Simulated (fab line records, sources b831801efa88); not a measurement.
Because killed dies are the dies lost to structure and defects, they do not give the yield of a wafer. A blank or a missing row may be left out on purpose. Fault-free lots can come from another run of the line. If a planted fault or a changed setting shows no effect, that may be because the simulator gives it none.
fab line records -- flow sky130
[record] lots = 12, wafers = 36, lastDay = 50
route steps=708 shown POLY_GATE@227 LDD_N@254 LDD_P@259 PAD_OPEN@708
lots with no fault: from the same line, run without faults
startH: start of the lot's first displayed wafer, in hours after the record's first day -- waitH: hours since the lot's step before -- " same as the row above -- L1.1+2: a single row standing in for several wafers -- - either no value or no given start -- * or withheld: withheld -- < > ~ a bound
route shown NAME@n: a module of which the file shows steps, and the number in the route of the first -- usual: average and standard deviation across the fault-free wafers -- same: alike in all rows -- chamber/n: place in a boat -- sites: the reading at each site -- _std_site: their standard deviation -- _edge_site: the outer-site mean with the inner-site mean subtracted -- radiusMm: how far each site lies from the wafer's centre -- mask NAME#n: copy n -- behind: tool/chamber where the wafer was last shaped -- hold: why the lot went on hold/how many hours it stayed there/how the hold came to an end -- device: which transistor (n, p or np) failed to switch -- end of line: tests of these same wafers at the route's end -- step lacking rows: just its recipe -- killed: not the wafer's yield, but the dies lost to structure and defects at the first sort -- map: per-die view of a wafer (x killed, . not killed, _ where there is no die)
set.NAME: the setting the step ran with; set.NAME@STEP: the setting that earlier step ran with -- model.NAME: the simulator's own value behind a step, which no gauge read
route steps across a sampled set of lots; one table per step, one row per wafer
services: a tool's chamber out of use, with start hour (startH, from the record's first day; less than 0 if before it), hours out, and reason
[[steps]]
[step SKY_POLY_GATE_CD_MEAS_13]
[recipe] targetCdNm = 150
[usual] cdNm = 149.6/1.3
lot.wafer,tool,chamber,startH,waitH,cdNm
L124.1,cdSem-02,-,361.56,-,149.8
L124.4,cdSem-02,-,361.56,-,149.2
L124.6,cdSem-02,-,361.56,-,148.8
L125.2,cdSem-01,-,376.27,-,150.4
L125.3,cdSem-01,-,376.27,-,149.5
L125.6,cdSem-01,-,376.27,-,150.7
L128.3,cdSem-01,-,407.99,-,149.3
L128.4,cdSem-01,-,407.99,-,149.6
L128.6,cdSem-01,-,407.99,-,149.9
L131.4,cdSem-01,-,427.88,-,148.8
L131.5,cdSem-01,-,427.88,-,147.7
L131.6,cdSem-01,-,427.88,-,147.9
L132.1,cdSem-02,-,440.45,-,148.8
L132.2,cdSem-02,-,440.45,-,150.0
L132.4,cdSem-02,-,440.45,-,149.2
L133.2,cdSem-01,-,446.29,-,151.2
L133.5,cdSem-01,-,446.29,-,151.4
L133.6,cdSem-01,-,446.29,-,152.7
L142.3,cdSem-02,-,530.63,-,152.9
L142.4,cdSem-02,-,530.63,-,152.1
L142.6,cdSem-02,-,530.63,-,152.4
L143.1,cdSem-01,-,535.14,-,148.5
L143.2,cdSem-01,-,535.14,-,147.5
L143.4,cdSem-01,-,535.14,-,148.6
L144.1,cdSem-02,-,546.34,-,147.7
L144.2,cdSem-02,-,546.34,-,147.1
L144.4,cdSem-02,-,546.34,-,147.2
L145.3,cdSem-01,-,549.83,-,148.6
L145.5,cdSem-01,-,549.83,-,149.5
L145.6,cdSem-01,-,549.83,-,150.7
L146.2,cdSem-02,-,560.61,-,149.5
L146.4,cdSem-02,-,560.61,-,149.1
L146.6,cdSem-02,-,560.61,-,150.1
L147.1,cdSem-02,-,566.02,-,147.4
L147.3,cdSem-02,-,566.02,-,149.3
L147.6,cdSem-02,-,566.02,-,150.3
[step SKY_POLY_GATE_STRIP_18]
[recipe] chemistry = O2/N2, powerW = 1400, pressureMtorr = 1500, platenTempC = withheld, o2FlowSccm = 3000, n2FlowSccm = 300, overashFraction = 0.5
[usual] drypumpMotorCurrentA = 5.5/0.35, oesProductAu = 0.361/0.0048, stripTimeToEndpointS = 3.18/0.045
[same] overashFraction = 0.5
lot.wafer,tool,chamber,startH,waitH,drypumpMotorCurrentA,oesProductAu,rfHoursCounterH,stripTimeToEndpointS
L124.1,plasmaAsher-02,0,361.96,0.0,5.6,0.362,24,3.23
L124.4,plasmaAsher-02,1,361.96,0.0,5.3,0.359,-,3.11
L124.6,plasmaAsher-02,0,361.96,0.0,5.6,0.360,-,3.21
L125.2,plasmaAsher-01,0,376.65,0.0,5.7,0.357,63,3.14
L125.3,plasmaAsher-01,1,376.65,0.0,5.7,0.354,-,3.14
L125.6,plasmaAsher-01,1,376.65,0.0,5.6,0.367,-,3.25
L128.3,plasmaAsher-01,0,408.38,0.1,5.7,0.362,-,3.17
L128.4,plasmaAsher-01,1,408.38,0.1,5.6,0.359,-,3.14
L128.6,plasmaAsher-01,1,408.38,0.1,5.6,0.358,-,3.17
L131.4,plasmaAsher-02,1,428.25,0.0,5.2,0.359,-,3.13
L131.5,plasmaAsher-02,0,428.25,0.0,5.6,0.361,-,3.18
L131.6,plasmaAsher-02,1,428.25,0.0,5.2,0.357,-,3.23
L132.1,plasmaAsher-04,1,440.85,0.0,5.0,0.361,73,3.17
L132.2,plasmaAsher-04,0,440.85,0.0,6.0,0.360,73,3.11
L132.4,plasmaAsher-04,0,440.85,0.0,6.0,0.369,-,3.19
L133.2,plasmaAsher-02,0,446.66,0.0,5.6,0.362,32,3.21
L133.5,plasmaAsher-02,1,446.66,0.0,5.2,0.360,-,3.15
L133.6,plasmaAsher-02,0,446.66,0.0,5.6,0.360,-,3.22
L142.3,plasmaAsher-02,1,531.01,0.1,5.2,0.359,-,3.09
L142.4,plasmaAsher-02,0,531.01,0.1,5.7,0.355,-,3.09
L142.6,plasmaAsher-02,1,531.01,0.1,5.2,0.365,-,3.11
L143.1,plasmaAsher-04,0,535.53,0.0,6.0,0.364,83,3.17
L143.2,plasmaAsher-04,1,535.53,0.0,5.0,0.368,83,3.26
L143.4,plasmaAsher-04,1,535.53,0.0,5.0,0.366,-,3.28
L144.1,plasmaAsher-02,0,546.73,0.0,5.6,0.364,43,3.22
L144.2,plasmaAsher-02,1,546.73,0.0,5.2,0.364,43,3.13
L144.4,plasmaAsher-02,0,546.73,0.0,5.7,0.361,-,3.06
L145.3,plasmaAsher-04,1,550.21,0.1,5.0,0.357,-,3.15
L145.5,plasmaAsher-04,1,550.21,0.1,5.0,0.364,-,3.13
L145.6,plasmaAsher-04,0,550.21,0.1,6.0,0.358,-,3.18
L146.2,plasmaAsher-02,0,560.98,0.0,5.6,0.361,44,3.15
L146.4,plasmaAsher-02,0,560.98,0.0,5.6,0.364,-,3.20
L146.6,plasmaAsher-02,0,560.98,0.0,5.6,0.363,-,3.16
L147.1,plasmaAsher-04,1,566.41,0.0,5.0,0.362,86,3.20
L147.3,plasmaAsher-04,0,566.41,0.0,6.0,0.356,-,3.16
L147.6,plasmaAsher-04,0,566.41,0.0,6.0,0.367,-,3.16
[step SKY_LDD_N_TW_MEAS_17]
[usual] LDD_N_TW = 2594/23
lot.wafer,tool,chamber,startH,waitH,LDD_N_TW
L124.1,filmMetro-03,-,393.29,0.1,2578
L124.4,filmMetro-03,-,393.29,0.1,2583
L124.6,filmMetro-03,-,393.29,0.1,2569
L125.2,filmMetro-04,-,411.37,0.1,2619
L125.3,filmMetro-04,-,411.37,0.1,2613
L125.6,filmMetro-04,-,411.37,0.1,2632
L128.3,filmMetro-03,-,441.46,0.1,2581
L128.4,filmMetro-03,-,441.46,0.1,2586
L128.6,filmMetro-03,-,441.46,0.1,2584
L131.4,filmMetro-03,-,462.67,0.1,2604
L131.5,filmMetro-03,-,462.67,0.1,2599
L131.6,filmMetro-03,-,462.67,0.1,2594
L132.1,filmMetro-01,-,479.07,0.1,2577
L132.2,filmMetro-01,-,479.07,0.1,2568
L132.4,filmMetro-01,-,479.07,0.1,2571
L133.2,filmMetro-01,-,481.13,0.1,2553
L133.5,filmMetro-01,-,481.13,0.1,2560
L133.6,filmMetro-01,-,481.13,0.1,2570
L142.3,filmMetro-03,-,563.71,0.1,2588
L142.4,filmMetro-03,-,563.71,0.1,2577
L142.6,filmMetro-03,-,563.71,0.1,2588
L143.1,filmMetro-04,-,568.15,0.1,2615
L143.2,filmMetro-04,-,568.15,0.1,2623
L143.4,filmMetro-04,-,568.15,0.1,2624
L144.1,filmMetro-03,-,578.75,0.1,2587
L144.2,filmMetro-03,-,578.75,0.1,2602
L144.4,filmMetro-03,-,578.75,0.1,2588
L145.3,filmMetro-01,-,582.52,0.1,2595
L145.5,filmMetro-01,-,582.52,0.1,2592
L145.6,filmMetro-01,-,582.52,0.1,2566
L146.2,filmMetro-01,-,594.88,0.1,2580
L146.4,filmMetro-01,-,594.88,0.1,2593
L146.6,filmMetro-01,-,594.88,0.1,2579
L147.1,filmMetro-04,-,598.77,0.1,2624
L147.3,filmMetro-04,-,598.77,0.1,2615
L147.6,filmMetro-04,-,598.77,0.1,2613
[step SKY_LDD_P_EXPOSE_04]
[recipe] maskId = PSDM, na = 0.6, sourceShape = conventional, sigmaOuter = 0.6, polarization = unpolarized, targetCdNm = 380, doseMj = 138
[same] sigmaOuter = 0.6
lot.wafer,tool,chamber,startH,waitH,mask
L124.1+4+6,ilineStepper-01,0,407.72,-,PSDM#0
L125.2+3+6,ilineStepper-02,0,426.32,-,PSDM#0
L128.3+4+6,ilineStepper-02,0,456.37,-,PSDM#0
L131.4+5+6,ilineStepper-02,0,478.49,-,PSDM#0
L132.1+2+4,ilineStepper-02,0,494.00,-,PSDM#0
L133.2+5+6,ilineStepper-02,0,496.02,-,NTM#0
L142.3+4+6,ilineStepper-02,0,581.43,-,PSDM#0
L143.1+2+4,ilineStepper-02,0,583.12,-,PSDM#0
L144.1+2+4,ilineStepper-01,0,592.79,-,PSDM#0
L145.3+5+6,ilineStepper-01,0,596.73,-,PSDM#0
L146.2+4+6,ilineStepper-01,0,609.04,-,PSDM#0
L147.1+3+6,ilineStepper-01,0,613.60,-,PSDM#0
[step SKY_LDD_P_CD_MEAS_07]
[recipe] targetCdNm = 380
[usual] cdNm = 379.7/2.1
lot.wafer,tool,chamber,startH,waitH,cdNm
L124.1,cdSem-02,-,422.75,0.1,382.2
L124.4,cdSem-02,-,422.75,0.1,382.1
L124.6,cdSem-02,-,422.75,0.1,381.9
L125.2,cdSem-02,-,441.54,0.1,381.1
L125.3,cdSem-02,-,441.54,0.1,379.4
L125.6,cdSem-02,-,441.54,0.1,377.2
L128.3,cdSem-01,-,471.41,0.1,379.6
L128.4,cdSem-01,-,471.41,0.1,381.1
L128.6,cdSem-01,-,471.41,0.1,380.8
L131.4,cdSem-01,-,493.13,0.1,381.1
L131.5,cdSem-01,-,493.13,0.1,376.1
L131.6,cdSem-01,-,493.13,0.1,375.3
L132.1,cdSem-02,-,509.55,0.1,378.0
L132.2,cdSem-02,-,509.55,0.1,377.7
L132.4,cdSem-02,-,509.55,0.1,379.4
L133.2,cdSem-02,-,511.62,0.1,-
L133.5,cdSem-02,-,511.62,0.1,-
L133.6,cdSem-02,-,511.62,0.1,-
L142.3,cdSem-02,-,595.11,0.1,378.8
L142.4,cdSem-02,-,595.11,0.1,379.7
L142.6,cdSem-02,-,595.11,0.1,379.8
L143.1,cdSem-01,-,597.22,0.1,380.5
L143.2,cdSem-01,-,597.22,0.1,380.8
L143.4,cdSem-01,-,597.22,0.1,379.0
L144.1,cdSem-01,-,606.52,0.1,379.0
L144.2,cdSem-01,-,606.52,0.1,380.0
L144.4,cdSem-01,-,606.52,0.1,381.8
L145.3,cdSem-02,-,611.51,0.1,379.6
L145.5,cdSem-02,-,611.51,0.1,379.1
L145.6,cdSem-02,-,611.51,0.1,380.5
L146.2,cdSem-02,-,623.54,0.1,379.3
L146.4,cdSem-02,-,623.54,0.1,380.3
L146.6,cdSem-02,-,623.54,0.1,381.8
L147.1,cdSem-01,-,628.47,0.1,380.3
L147.3,cdSem-01,-,628.47,0.1,384.6
L147.6,cdSem-01,-,628.47,0.1,381.1
[step SKY_LDD_P_TW_MEAS_11]
[usual] LDD_P_TW = 630/5.3
lot.wafer,tool,chamber,startH,waitH,LDD_P_TW
L124.1,filmMetro-03,-,423.16,0.1,635
L124.4,filmMetro-03,-,423.16,0.1,637
L124.6,filmMetro-03,-,423.16,0.1,637
L125.2,filmMetro-01,-,442.09,0.1,634
L125.3,filmMetro-01,-,442.09,0.1,633
L125.6,filmMetro-01,-,442.09,0.1,633
L128.3,filmMetro-01,-,471.80,0.1,631
L128.4,filmMetro-01,-,471.80,0.1,634
L128.6,filmMetro-01,-,471.80,0.1,633
L131.4,filmMetro-02,-,493.51,0.1,627
L131.5,filmMetro-02,-,493.51,0.1,625
L131.6,filmMetro-02,-,493.51,0.1,627
L132.1,filmMetro-01,-,509.96,0.1,628
L132.2,filmMetro-01,-,509.96,0.1,626
L132.4,filmMetro-01,-,509.96,0.1,625
L133.2,filmMetro-03,-,512.02,0.1,30
L133.5,filmMetro-03,-,512.02,0.1,30
L133.6,filmMetro-03,-,512.02,0.1,30
L142.3,filmMetro-01,-,595.50,0.1,636
L142.4,filmMetro-01,-,595.50,0.1,637
L142.6,filmMetro-01,-,595.50,0.1,635
L143.1,filmMetro-01,-,597.63,0.1,637
L143.2,filmMetro-01,-,597.63,0.1,635
L143.4,filmMetro-01,-,597.63,0.1,641
L144.1,filmMetro-02,-,606.92,0.1,623
L144.2,filmMetro-02,-,606.92,0.1,623
L144.4,filmMetro-02,-,606.92,0.1,626
L145.3,filmMetro-02,-,611.89,0.1,625
L145.5,filmMetro-02,-,611.89,0.1,627
L145.6,filmMetro-02,-,611.89,0.1,623
L146.2,filmMetro-02,-,623.94,0.1,626
L146.4,filmMetro-02,-,623.94,0.1,626
L146.6,filmMetro-02,-,623.94,0.1,626
L147.1,filmMetro-01,-,628.87,0.1,631
L147.3,filmMetro-01,-,628.87,0.1,631
L147.6,filmMetro-01,-,628.87,0.1,630
[step SKY_PAD_OPEN_PROBE_99]
[usual] killed_at_M0_to_M3 = 45/7.1, killed_at_M4_up = 3.0/1.8, killedAtContacts = 24/5.4, killedAtFrontEnd = 16/4.9, killedAtOther = 0.3/0.63, killedDies = 88/11, killedOnRim = 17/3.4, killedOpen = 47/7.4, killedShort = 40/7
[same] grossDies = 492, killedAtBackSide = 0
lot.wafer,tool,chamber,startH,waitH,killed_at_M0_to_M3,killed_at_M4_up,killedAtContacts,killedAtFrontEnd,killedAtOther,killedDies,killedOnRim,killedOpen,killedShort
L124.1,prober-01,-,1066.66,0.1,40,4,23,14,0,81,14,43,37
L124.4,prober-01,-,1066.81,0.2,57,4,30,24,0,115,23,67,47
L124.6,prober-01,-,1066.91,0.2,58,4,24,21,0,107,16,56,50
L125.2,prober-02,-,1079.42,0.1,60,3,15,10,0,88,15,49,37
L125.3,prober-02,-,1079.47,0.2,50,4,25,15,2,96,20,53,40
L125.6,prober-02,-,1079.62,0.2,45,2,24,22,0,93,13,57,36
L128.3,prober-01,-,1101.00,0.2,45,2,31,16,0,94,17,52,40
L128.4,prober-01,-,1101.05,0.2,44,2,29,14,0,89,20,49,38
L128.6,prober-01,-,1101.15,0.2,52,5,39,18,0,114,18,61,53
L132.1,prober-02,-,1125.62,0.1,40,1,18,13,0,72,19,41,31
L132.2,prober-02,-,1125.67,0.1,44,1,21,23,0,89,20,45,44
L132.4,prober-02,-,1125.77,0.2,45,3,25,10,0,83,24,46,36
L131.4,prober-01,-,1126.77,0.2,56,2,14,10,0,82,19,53,29
L131.5,prober-01,-,1126.82,0.2,38,5,22,17,0,82,15,51,31
L131.6,prober-01,-,1126.87,0.2,36,3,26,24,0,89,14,49,40
L133.2,prober-02,-,1129.13,0.1,47,4,22,419,0,492,96,50,33
L133.5,prober-02,-,1129.28,0.2,49,1,15,426,1,492,96,43,43
L133.6,prober-02,-,1129.33,0.2,42,5,21,424,0,492,96,41,34
L142.3,prober-01,-,1177.74,0.2,35,5,24,13,0,77,16,45,32
L142.4,prober-01,-,1177.79,0.2,35,2,23,10,0,70,15,43,27
L142.6,prober-01,-,1177.89,0.2,31,6,32,19,0,88,18,41,47
L143.1,prober-02,-,1182.20,0.1,49,1,33,19,0,102,21,54,48
L143.2,prober-02,-,1182.25,0.1,52,4,33,21,0,110,19,58,52
L143.4,prober-02,-,1182.35,0.2,38,2,36,21,2,99,17,54,44
L144.1,prober-01,-,1184.69,0.1,48,2,28,15,0,93,18,51,42
L144.2,prober-01,-,1184.74,0.1,36,3,34,10,1,84,14,48,36
L144.4,prober-01,-,1184.84,0.2,47,2,25,17,0,91,20,53,38
L145.3,prober-02,-,1188.51,0.2,46,5,25,24,0,100,21,52,48
L145.5,prober-02,-,1188.61,0.2,51,4,23,21,3,102,20,59,43
L145.6,prober-02,-,1188.66,0.2,36,3,24,28,0,91,17,52,39
L146.2,prober-01,-,1194.27,0.1,44,3,17,15,0,79,16,46,33
L146.4,prober-01,-,1194.37,0.2,39,4,25,14,0,82,19,52,30
L146.6,prober-01,-,1194.47,0.2,40,1,32,10,0,83,22,43,40
L147.1,prober-02,-,1197.51,0.1,36,3,24,9,0,72,10,43,29
L147.3,prober-02,-,1197.61,0.2,52,2,31,19,1,105,20,51,54
L147.6,prober-02,-,1197.76,0.2,38,4,33,20,1,96,22,56,40
// killed by level:class
L124.1 VIA1:geometricParticle:open=10 CONTACT:geometricParticle:open=9 LI_CONTACT:geometricParticle:open=6 METAL1:geometricParticle:short=6 METAL2:geometricParticle:short=6 FIELD_ISO:geometricParticle:short=5 LI_CONTACT:geometricParticle:short=5 FIELD_ISO:geometricParticle:open=4
L124.4 CONTACT:geometricParticle:open=15 FIELD_ISO:geometricParticle:open=10 VIA3:geometricParticle:open=9 VIA1:geometricParticle:open=9 VIA2:geometricParticle:open=8 VIA3:geometricParticle:short=6 VIA1:geometricParticle:short=6 METAL2:geometricParticle:short=6
L124.6 VIA1:geometricParticle:open=19 FIELD_ISO:geometricParticle:short=8 CONTACT:geometricParticle:open=8 VIA1:geometricParticle:short=8 VIA3:geometricParticle:open=7 LI_CONTACT:geometricParticle:open=6 METAL1:geometricParticle:short=6 VIA2:geometricParticle:open=5
L125.2 VIA1:geometricParticle:open=22 VIA2:geometricParticle:open=7 FIELD_ISO:geometricParticle:short=5 METAL2:geometricParticle:short=5 VIA2:geometricParticle:short=5 METAL3:geometricParticle:short=5 LI_CONTACT:geometricParticle:open=4 VIA1:geometricParticle:short=4
L125.3 VIA1:geometricParticle:open=15 CONTACT:geometricParticle:open=10 LI_CONTACT:geometricParticle:open=7 VIA3:geometricParticle:open=7 FIELD_ISO:geometricParticle:open=6 METAL1:geometricParticle:short=5 VIA1:geometricParticle:short=5 METAL3:geometricParticle:short=4
L125.6 CONTACT:geometricParticle:open=13 VIA1:geometricParticle:open=12 FIELD_ISO:geometricParticle:short=9 VIA2:geometricParticle:open=9 POLY_GATE:geometricParticle:open=6 VIA3:geometricParticle:open=6 LI_CONTACT:geometricParticle:open=5 VIA1:geometricParticle:short=5
L128.3 VIA1:geometricParticle:open=12 CONTACT:geometricParticle:open=8 POLY_GATE:geometricParticle:open=7 LI_CONTACT:geometricParticle:open=7 VIA3:geometricParticle:short=7 METAL1:geometricParticle:short=7 CONTACT:geometricParticle:short=6 VIA3:geometricParticle:open=6
L128.4 CONTACT:geometricParticle:open=15 VIA1:geometricParticle:open=11 VIA3:geometricParticle:open=6 VIA1:geometricParticle:short=5 FIELD_ISO:geometricParticle:short=4 LI_CONTACT:geometricParticle:open=4 CONTACT:geometricParticle:short=4 METAL2:geometricParticle:short=4
L128.6 CONTACT:geometricParticle:open=15 VIA1:geometricParticle:open=11 VIA1:geometricParticle:short=10 LI_CONTACT:geometricParticle:open=8 POLY_GATE:geometricParticle:open=7 CONTACT:geometricParticle:short=7 VIA2:geometricParticle:open=7 METAL1:geometricParticle:short=6
L132.1 VIA1:geometricParticle:open=11 VIA3:geometricParticle:open=7 CONTACT:geometricParticle:open=7 FIELD_ISO:geometricParticle:short=6 VIA2:geometricParticle:open=5 VIA1:geometricParticle:short=4 LI_CONTACT:geometricParticle:open=4 CONTACT:geometricParticle:short=4
L132.2 CONTACT:geometricParticle:open=9 VIA1:geometricParticle:open=9 VIA2:geometricParticle:open=7 METAL3:geometricParticle:short=7 POLY_GATE:geometricParticle:short=6 FIELD_ISO:geometricParticle:short=5 METAL1:geometricParticle:short=5 LI_CONTACT:geometricParticle:open=5
L132.4 VIA1:geometricParticle:open=11 VIA3:geometricParticle:open=9 CONTACT:geometricParticle:open=7 LI_CONTACT:geometricParticle:open=7 VIA1:geometricParticle:short=7 METAL1:geometricParticle:short=6 VIA2:geometricParticle:open=5 FIELD_ISO:geometricParticle:open=4
L131.4 VIA1:geometricParticle:open=13 VIA3:geometricParticle:open=12 VIA2:geometricParticle:open=8 METAL2:geometricParticle:short=7 CONTACT:geometricParticle:open=6 VIA1:geometricParticle:short=6 LI_CONTACT:geometricParticle:open=4 POLY_GATE:geometricParticle:short=3
L131.5 VIA1:geometricParticle:open=12 LI_CONTACT:geometricParticle:open=9 FIELD_ISO:geometricParticle:short=8 CONTACT:geometricParticle:open=7 FIELD_ISO:geometricParticle:open=5 VIA3:geometricParticle:open=5 METAL1:geometricParticle:short=4 METAL2:geometricParticle:short=4
L131.6 VIA3:geometricParticle:open=9 POLY_GATE:geometricParticle:short=8 CONTACT:geometricParticle:open=8 LI_CONTACT:geometricParticle:short=6 LI_CONTACT:geometricParticle:open=6 FIELD_ISO:geometricParticle:short=5 LOCAL_INTERCONNECT:geometricParticle:short=5 FIELD_ISO:geometricParticle:open=4
L133.2 LDD_P:areaExpose=409 VIA1:geometricParticle:open=14 VIA3:geometricParticle:open=9 CONTACT:geometricParticle:open=8 LI_CONTACT:geometricParticle:open=7 METAL1:geometricParticle:short=5 METAL2:geometricParticle:short=4 POLY_GATE:geometricParticle:short=4
L133.5 LDD_P:areaExpose=406 METAL1:geometricParticle:short=9 VIA1:geometricParticle:open=8 METAL2:geometricParticle:short=7 VIA3:geometricParticle:open=7 FIELD_ISO:geometricParticle:short=6 VIA2:geometricParticle:open=6 POLY_GATE:geometricParticle:short=5
L133.6 LDD_P:areaExpose=417 VIA2:geometricParticle:open=11 VIA1:geometricParticle:open=9 CONTACT:geometricParticle:open=7 LI_CONTACT:geometricParticle:open=6 METAL1:geometricParticle:short=6 METAL2:geometricParticle:short=5 LOCAL_INTERCONNECT:geometricParticle:short=4
L142.3 VIA1:geometricParticle:open=8 VIA3:geometricParticle:open=8 CONTACT:geometricParticle:open=7 LI_CONTACT:geometricParticle:open=6 VIA2:geometricParticle:open=5 POLY_GATE:geometricParticle:short=4 SPACER:geometricParticle:short=4 LOCAL_INTERCONNECT:geometricParticle:short=4
L142.4 VIA1:geometricParticle:open=13 LI_CONTACT:geometricParticle:open=7 CONTACT:geometricParticle:open=6 FIELD_ISO:geometricParticle:open=4 LOCAL_INTERCONNECT:geometricParticle:short=4 VIA1:geometricParticle:short=4 VIA2:geometricParticle:open=4 FIELD_ISO:geometricParticle:short=3
L142.6 CONTACT:geometricParticle:open=11 FIELD_ISO:geometricParticle:short=7 LI_CONTACT:geometricParticle:open=6 LOCAL_INTERCONNECT:geometricParticle:short=6 VIA1:geometricParticle:open=6 METAL3:geometricParticle:short=6 FIELD_ISO:geometricParticle:open=4 POLY_GATE:geometricParticle:short=4
L143.1 VIA1:geometricParticle:open=14 CONTACT:geometricParticle:open=11 CONTACT:geometricParticle:short=8 METAL2:geometricParticle:short=7 LI_CONTACT:geometricParticle:short=5 LI_CONTACT:geometricParticle:open=5 VIA2:geometricParticle:open=5 FIELD_ISO:geometricParticle:short=4
L143.2 VIA1:geometricParticle:open=13 CONTACT:geometricParticle:open=11 METAL2:geometricParticle:short=9 METAL1:geometricParticle:short=9 FIELD_ISO:geometricParticle:open=8 LI_CONTACT:geometricParticle:open=8 VIA2:geometricParticle:open=8 LI_CONTACT:geometricParticle:short=6
L143.4 CONTACT:geometricParticle:open=16 VIA1:geometricParticle:open=8 METAL2:geometricParticle:short=7 CONTACT:geometricParticle:short=6 LI_CONTACT:geometricParticle:open=6 FIELD_ISO:geometricParticle:short=5 LOCAL_INTERCONNECT:geometricParticle:short=5 METAL1:geometricParticle:short=5
L144.1 CONTACT:geometricParticle:open=13 VIA2:geometricParticle:open=11 VIA1:geometricParticle:open=9 METAL1:geometricParticle:short=8 LI_CONTACT:geometricParticle:open=6 METAL2:geometricParticle:short=5 VIA3:geometricParticle:open=5 FIELD_ISO:geometricParticle:short=3
L144.2 CONTACT:geometricParticle:open=14 CONTACT:geometricParticle:short=8 VIA1:geometricParticle:open=8 LI_CONTACT:geometricParticle:open=6 VIA3:geometricParticle:short=5 METAL2:geometricParticle:short=4 VIA2:geometricParticle:short=4 FIELD_ISO:geometricParticle:open=3
L144.4 VIA2:geometricParticle:open=11 VIA1:geometricParticle:open=9 VIA2:geometricParticle:short=8 CONTACT:geometricParticle:open=8 FIELD_ISO:geometricParticle:open=6 CONTACT:geometricParticle:short=6 VIA3:geometricParticle:open=6 LI_CONTACT:geometricParticle:short=4
L145.3 VIA1:geometricParticle:open=11 POLY_GATE:geometricParticle:short=9 LI_CONTACT:geometricParticle:open=7 VIA3:geometricParticle:open=7 LOCAL_INTERCONNECT:geometricParticle:short=6 FIELD_ISO:geometricParticle:short=5 VIA3:geometricParticle:short=5 VIA1:geometricParticle:short=5
L145.5 VIA1:geometricParticle:open=18 LI_CONTACT:geometricParticle:open=9 CONTACT:geometricParticle:open=7 VIA2:geometricParticle:open=7 METAL2:geometricParticle:short=6 VIA2:geometricParticle:short=6 FIELD_ISO:geometricParticle:open=5 VIA3:geometricParticle:open=5
L145.6 VIA1:geometricParticle:open=12 CONTACT:geometricParticle:open=11 FIELD_ISO:geometricParticle:open=10 POLY_GATE:geometricParticle:short=6 POLY_GATE:geometricParticle:open=5 VIA3:geometricParticle:open=5 SONOS_ONO:geometricParticle:short=4 VIA2:geometricParticle:open=4
L146.2 VIA1:geometricParticle:open=14 CONTACT:geometricParticle:open=10 METAL2:geometricParticle:short=6 POLY_GATE:geometricParticle:open=5 VIA2:geometricParticle:short=5 VIA2:geometricParticle:open=5 POLY_GATE:geometricParticle:short=4 VIA1:geometricParticle:short=4
L146.4 VIA2:geometricParticle:open=10 CONTACT:geometricParticle:open=8 LI_CONTACT:geometricParticle:open=8 CONTACT:geometricParticle:short=6 VIA1:geometricParticle:open=6 VIA3:geometricParticle:open=6 POLY_GATE:geometricParticle:open=5 VIA3:geometricParticle:short=4
L146.6 CONTACT:geometricParticle:open=14 METAL1:geometricParticle:short=7 VIA1:geometricParticle:short=7 VIA3:geometricParticle:open=6 LI_CONTACT:geometricParticle:short=5 LI_CONTACT:geometricParticle:open=5 METAL2:geometricParticle:short=4 VIA2:geometricParticle:open=4
L147.1 VIA1:geometricParticle:open=11 VIA2:geometricParticle:open=8 LI_CONTACT:geometricParticle:open=8 CONTACT:geometricParticle:open=7 CONTACT:geometricParticle:short=6 METAL2:geometricParticle:short=4 VIA3:geometricParticle:open=4 FIELD_ISO:geometricParticle:short=3
L147.3 CONTACT:geometricParticle:open=9 VIA2:geometricParticle:open=8 FIELD_ISO:geometricParticle:open=7 VIA3:geometricParticle:short=7 VIA1:geometricParticle:open=7 LI_CONTACT:geometricParticle:short=6 LI_CONTACT:geometricParticle:open=6 CONTACT:geometricParticle:short=6
L147.6 CONTACT:geometricParticle:open=13 VIA1:geometricParticle:open=8 VIA3:geometricParticle:open=8 LOCAL_INTERCONNECT:geometricParticle:short=6 VIA2:geometricParticle:open=6 POLY_GATE:geometricParticle:open=5 LI_CONTACT:geometricParticle:open=5 FIELD_ISO:geometricParticle:short=4
[[services]]
tool,chamber,startH,hours,kind
ilineStepper-01,-,340.03,11.2,repair
ilineStepper-01,0,376.46,-,calibration
ilineStepper-02,-,406.20,9.3,repair
plasmaAsher-01,-,421.25,9.0,pm
plasmaAsher-01,0,421.25,9.0,ventCycle
plasmaAsher-01,1,421.25,9.0,ventCycle
plasmaAsher-01,0,430.25,-,clean
plasmaAsher-01,1,430.25,-,clean
plasmaAsher-01,-,450.28,7.5,repair
ilineStepper-01,-,476.21,6.8,repair
ilineStepper-01,-,492.22,6.1,repair
plasmaAsher-04,-,498.36,2.9,repair
plasmaAsher-02,-,510.40,1.7,repair
ilineStepper-02,-,517.22,1.7,pm
ilineStepper-02,0,525.44,-,calibration
plasmaAsher-02,-,540.37,0.8,repair
ilineStepper-01,-,553.87,1.7,pm
ilineStepper-01,-,563.77,15.9,repair
ilineStepper-02,-,575.02,5.9,repair
ilineStepper-01,0,588.44,-,calibration
plasmaAsher-04,-,590.36,14.9,pm
plasmaAsher-02,-,611.40,4.5,repair
[[key]]
[firstSign] step = SKY_LDD_P_EXPOSE_04, reading = mask, direction = changed
[effect] step = SKY_LDD_P_CD_MEAS_07, reading = cdNm, direction = missing
[effect] step = SKY_LDD_P_TW_MEAS_11, reading = LDD_P_TW, direction = down, sigmas = 99+, usual = 630, struck = 30
[effect] step = SKY_PAD_OPEN_PROBE_99, reading = killedAtFrontEnd, direction = up, sigmas = 83, usual = 16, struck = 423
[moreKillsBornAt] SKY_LDD_P_EXPOSE_04@ilineStepper-02 = 1232
metAt SKY_LDD_P_EXPOSE_04
struckLots L133
testerLeftOut L133
notActingAt SKY_POLY_GATE_CD_MEAS_13,SKY_POLY_GATE_STRIP_18,SKY_LDD_N_TW_MEAS_17
onsetBetween 494.00 496.02
[fault] kind = wrongMask, tool = any, chamber = -, onsetH = 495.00, steps = SKY_LDD_P_EXPOSE_04, auxCopy = NTM#0, scope = struckLotsOnly
// testerLeftOut: of these lots the tester's yield and bins aren't shown, on N5 and GAA mostly nor the transistor test; their killed dies are dies lost to structure and defects alone, not to doping, threshold or leakage, so they don't give the yield
